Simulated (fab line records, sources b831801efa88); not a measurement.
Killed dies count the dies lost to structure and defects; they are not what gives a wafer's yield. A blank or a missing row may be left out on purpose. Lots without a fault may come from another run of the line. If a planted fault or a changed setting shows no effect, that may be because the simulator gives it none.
The tool behind it: which one? ; flow sky130 ; Sampling: 13 lots, 39 wafers, 5 of 708 route steps

== WHAT THE GAUGES READ, wafer by wafer ==
SKY_LDD_HVN_OVL_MEAS_07.
lot;measured;on;LDD_HVN_OVL (nm)
L178;day 21 03:40;overlay-02;-1.2 -0.2 0.7
L179;day 21 07:49;overlay-01;2.0 2.7 2.2
L180;day 21 22:22;overlay-01;1.8 2.6 0.6
L181;day 22 08:28;overlay-01;0.8 -0.5 0.3
L182;day 22 14:49;overlay-02;1.1 0.0 -0.3
L183;day 23 00:25;overlay-01;0.8 2.4 1.5
L184;day 23 07:59;overlay-01;1.3 1.7 0.2
L194;day 26 16:49;overlay-02;1.6 2.2 -0.1
L197;day 27 19:29;overlay-02;1.5 2.9 1.5
L198;day 27 23:10;overlay-02;2.2 0.1 0.8
L199;day 28 05:29;overlay-01;1.9 1.7 3.1
L200;day 28 19:16;overlay-02;3.1 2.2 2.6
L201;day 29 04:05;overlay-02;-2.3 -0.8 -1.0

SKY_LDD_HVN_TW_MEAS_10.
lot;measured;on;LDD_HVN_TW
L178;day 21 03:57;film-metro-03;1437 1430 1439
L179;day 21 08:13;film-metro-01;1434 1443 1431
L180;day 21 22:40;film-metro-03;1437 1437 1441
L181;day 22 08:46;film-metro-03;1431 1434 1429
L182;day 22 15:07;film-metro-01;1443 1434 1436
L183;day 23 00:41;film-metro-03;1436 1430 1425
L184;day 23 08:16;film-metro-04;1445 1442 1455
L194;day 26 17:05;film-metro-03;1437 1435 1437
L197;day 27 19:47;film-metro-01;1433 1434 1427
L198;day 27 23:26;film-metro-04;1445 1437 1441
L199;day 28 05:46;film-metro-03;1434 1428 1430
L200;day 28 19:32;film-metro-01;1440 1437 1430
L201;day 29 04:23;film-metro-04;1461 1466 1450

SKY_LDD_LDN_TW_MEAS_13.
lot;measured;on;LDD_LDN_TW
L178;day 23 17:57;film-metro-01;1474 1480 1480
L179;day 23 22:10;film-metro-02;1460 1465 1452
L180;day 24 12:19;film-metro-01;1482 1480 1479
L181;day 24 21:56;film-metro-01;1481 1484 1487
L182;day 25 03:49;film-metro-04;1492 1484 1487
L183;day 25 12:27;film-metro-04;1490 1481 1491
L184;day 25 20:31;film-metro-01;1480 1480 1480
L194;day 29 03:20;film-metro-02;1455 1470 1455
L197;day 30 06:36;film-metro-01;1474 1473 1468
L198;day 30 08:56;film-metro-02;1452 1466 1455
L199;day 30 15:35;film-metro-01;1477 1476 1472
L200;day 31 04:48;film-metro-02;1461 1457 1459
L201;day 31 13:43;film-metro-04;1489 1490 1484

SKY_SD_P_OVL_MEAS_08.
lot;measured;on;SD_P_OVL (nm)
L178;day 26 07:08;overlay-01;2.5 0.7 1.7
L179;day 26 12:28;overlay-01;0.7 1.5 1.2
L180;day 27 00:35;overlay-01;2.1 0.4 1.4
L181;day 27 11:17;overlay-01;0.2 3.7 -0.4
L182;day 27 17:27;overlay-02;142.8 141.1 141.8
L183;day 28 00:59;overlay-02;142.3 142.0 143.4
L184;day 28 09:30;overlay-02;2.6 1.9 1.1
L194;day 31 13:56;overlay-01;0.9 1.2 0.2
L197;day 32 15:56;overlay-02;-0.6 0.3 0.0
L198;day 32 19:02;overlay-01;0.0 2.3 1.5
L199;day 33 01:10;overlay-02;2.2 2.5 1.1
L200;day 33 14:41;overlay-01;-3.0 0.7 0.8
L201;day 33 23:01;overlay-01;1.7 -1.4 2.2

== EACH LOT AND THE TOOL THAT RAN IT (in order: tool; ch and the chambers of the sampled wafers; start) ==
lot;SKY_SD_P_EXPOSE_04
L178;iline-stepper-01 ch 0, day 25 16:17
L179;iline-stepper-02 ch 0, day 25 22:12
L180;iline-stepper-01 ch 0, day 26 10:49
L181;iline-stepper-02 ch 0, day 26 19:59
L182;iline-stepper-02 ch 0, day 27 02:25
L183;iline-stepper-02 ch 0, day 27 11:38
L184;iline-stepper-01 ch 0, day 27 19:09
L194;iline-stepper-01 ch 0, day 31 00:22
L197;iline-stepper-01 ch 0, day 32 02:12
L198;iline-stepper-01 ch 0, day 32 05:34
L199;iline-stepper-01 ch 0, day 32 11:55
L200;iline-stepper-01 ch 0, day 33 00:16
L201;iline-stepper-01 ch 0, day 33 09:04
- SKY_SD_P_EXPOSE_04: exposes mask PSDM, target cd 380 nm.

== AS READ BY THE TOOLS THEMSELVES (means over the sampled wafers that have a number; for cases with no such wafer, the mark the record gives instead) ==
The record holds no such reading with a usual standard deviation.

== THE ANSWER, worked out from the rows above alone ==
Rule: the usual values come from the lots themselves. The widest of any qualifying gaps counts: lots, ordered by their means at a reading, are off when they make up no more than a third of the lots, leave a main group of 4 or more, and stand apart from it by 3 or more times the standard deviation of that group's means. If all means in a main group match to the digits the tables above print for the reading, that group is not used. Also off: a lot with no number at a reading for which 4 or more lots have one. The other lots that the step has rows for count as sound. Order of review: gauges by route order, followed by the tools' own readings, for which a lot's mean as printed above is used. At the first step where some lot is off, the reading lying furthest off is the one used; lots without a number count as furthest.
Off: L182, L183, at SKY_SD_P_OVL_MEAS_08 (SD_P_OVL). The main group has a mean of 1.0 nm with a standard deviation of 0.72.
A tool fits if, at a process step before that reading, it ran every lot that is off, and no sound lot after the first of them. Gauges at SKY_SD_P_OVL_MEAS_08: tried the same way as those tools. One candidate fits, namely iline-stepper-02 at SKY_SD_P_EXPOSE_04. A fault onset in the window from L181 (day 26 19:59, its last sound lot) to L182 (day 27 02:25, its first lot off) fits.

== WHAT HAD BEEN PUT IN BY THE SIMULATOR ==
Scanner matching overlay: iline-stepper-02, from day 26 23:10 on, at SKY_SD_P_EXPOSE_04. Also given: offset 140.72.
Struck lots among those shown: L182, L183. The rule above reached the same finding.
